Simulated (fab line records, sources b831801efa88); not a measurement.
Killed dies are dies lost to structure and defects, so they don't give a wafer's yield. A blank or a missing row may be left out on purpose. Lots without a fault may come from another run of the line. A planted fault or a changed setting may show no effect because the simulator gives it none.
A struck lot beside a sound one | flow sky130 | 15 steps out of a route of 708
Sound: wafers L726.3, L726.5, L726.6. Struck: wafers L721.3, L721.5. The cause comes at the end.
At each step with rows: each side's tool, then ch and its chambers, then its first start. Under that, the readings that differ: sound wafers | struck wafers | difference of the means | sigmas: that difference in standard deviations of wafers without a fault.
alike: readings whose means differ by less than 2 such deviations, and words and numbers that are the same on both sides. not compared: withheld readings, readings that some wafer has no value for, bounds like >300 that may hide the same value, and numbers for which the record gives no deviation and whose values overlap.
The two part at a step that has a row with sigmas, a row that says differs or no value, or rows on one side only. Numbers that don't overlap but have no deviation are shown without sigmas and don't part them. A reading that every wafer of one side lacks parts them only if that side has two wafers or more.

SKY_GATE_OXIDE_OVL_MEAS_10:
  sound on overlay-01, day 19 10:29; struck on overlay-02, day 17 01:29
  alike: GATE_OXIDE_OVL
then, 2 steps without rows for these wafers: SKY_GATE_OXIDE_IMPLANT_11; SKY_GATE_OXIDE_WET_ETCH_12 (etches SiO2 in dHF, target depth 16.8 nm, time 336 s).
SKY_GATE_OXIDE_STRIP_13: strips in O2/N2.
  sound on plasma_asher-02 ch 0,1, day 19 10:47; struck on plasma_asher-01 ch 1, day 17 01:48
  alike: drypump_motor_current_A, n2_flow_sccm, oes_product_au, strip_time_to_endpoint_s
  not compared: rf_hours_counter_h
SKY_GATE_OXIDE_TW_MEAS_14:
  sound on film_metro-03, day 19 10:53; struck on film_metro-02, day 17 01:53
  reading       | sound             | struck      | difference | sigmas
  GATE_OXIDE_TW | 224.4 224.9 225.1 | 220.8 220.6 | -4.1       | -4
then, 3 steps without rows for these wafers: SKY_GATE_OXIDE_CLEAN_15 (cleans in SC1/SC2, time 150 s); SKY_GATE_OXIDE_OXIDATION_16 (stabilise 600 s, purge 300 s, target thk 3.57 nm); SKY_POLY_GATE_CVD_00 (deposits poly-Si, target thk 180 nm, time 720 s).
SKY_POLY_GATE_THK_MEAS_01:
  sound on film_metro-02, day 19 13:43; struck on film_metro-01, day 17 07:02
  reading                   | sound             | struck      | difference | sigmas
  POLY_GATE_CVD_00_THK (nm) | 180.7 180.9 181.7 | 178.1 178.4 | -2.8       | -2
then, 3 steps without rows for these wafers: SKY_RES_PROTECT_DEHYDRATE_00 (time 60 s); SKY_RES_PROTECT_HMDS_01 (prime time 60 s); SKY_RES_PROTECT_COAT_02 (resist thk 1140 nm).
SKY_RES_PROTECT_SOFTBAKE_03: time 60 s.
  sound on litho_track-04 ch 0, day 20 05:52; struck on litho_track-04 ch 0, day 17 21:37
  reading                  | sound             | struck      | difference | sigmas
  heater_power_total_W (W) | 56.61 56.53 56.65 | 57.30 57.38 | +0.74      | +16
  run_length_s (s)         | 89.24 89.19 89.43 | 86.96 86.99 | -2.31      | -17
then, 1 step without rows for these wafers: SKY_RES_PROTECT_EXPOSE_04 (exposes mask RPM, target cd 1270 nm).
-- the record jumps here: 30 days lie between the struck wafers' starts before and after (it left off in module RES_PROTECT and takes up again in module PAD_OPEN, whose first step shown is number 708 of the route) --
SKY_PAD_OPEN_PROBE_99:
  sound on prober-01, day 49 12:05; struck on prober-02, day 48 06:06
  alike: killed_at_M0_to_M3, killed_at_M4_up, killed_at_contacts, killed_at_front_end, killed_at_other, killed_dies, killed_open, killed_short

WHERE THEY PART
First at SKY_GATE_OXIDE_TW_MEAS_14; last, within this record, at SKY_RES_PROTECT_SOFTBAKE_03. Later steps at which nothing parts them and some readings are alike: SKY_PAD_OPEN_PROBE_99.

WHY: what the simulator had put in
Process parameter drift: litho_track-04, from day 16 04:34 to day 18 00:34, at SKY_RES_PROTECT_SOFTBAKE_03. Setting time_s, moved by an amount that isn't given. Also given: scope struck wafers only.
